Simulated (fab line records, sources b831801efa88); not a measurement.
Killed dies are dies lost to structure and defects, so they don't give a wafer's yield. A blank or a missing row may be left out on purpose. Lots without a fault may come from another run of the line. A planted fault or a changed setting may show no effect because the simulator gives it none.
Which tool did it? | flow sky130 | 6 lots, 18 wafers sampled, at 1 step of a route of 708

WHAT THE GAUGES READ, wafer by wafer
SKY_PWDE_OVL_MEAS_07.
lot  | measured    | on         | PWDE_OVL (nm)
L773 | day 4 13:02 | overlay-02 | 0.0 -1.1 0.5
L776 | day 4 22:31 | overlay-02 | 2.4 1.3 1.6
L780 | day 6 04:14 | overlay-01 | 0.1 0.8 -0.6
L783 | day 6 14:58 | overlay-01 | 0.4 -1.2 0.7
L789 | day 8 01:07 | overlay-01 | -1.3 2.3 0.4
L791 | day 8 23:29 | overlay-02 | 0.2 0.5 1.7

WHICH TOOL RAN EACH LOT (tool, then ch and the chambers of the sampled wafers, then the start)
The record holds no process step before these readings.

THE ANSWER, worked out from the rows above alone
Rule: what is usual is taken from the lots themselves. Put in order of their means at a reading, lots are off if they are a third of the lots or fewer, leave a main group of 4 or more, and stand apart from it by a gap of 3 or more times the standard deviation of the main group's means; of several such gaps the widest counts. A main group whose means are all the same, to the digits that the tables above print for the reading, isn't used. A lot without any number at a reading at which 4 lots or more have one is off too. The other lots that the step has rows for count as sound.
No lot is off at any reading shown: from this, nothing can be told.

WHAT THE SIMULATOR HAD PUT IN
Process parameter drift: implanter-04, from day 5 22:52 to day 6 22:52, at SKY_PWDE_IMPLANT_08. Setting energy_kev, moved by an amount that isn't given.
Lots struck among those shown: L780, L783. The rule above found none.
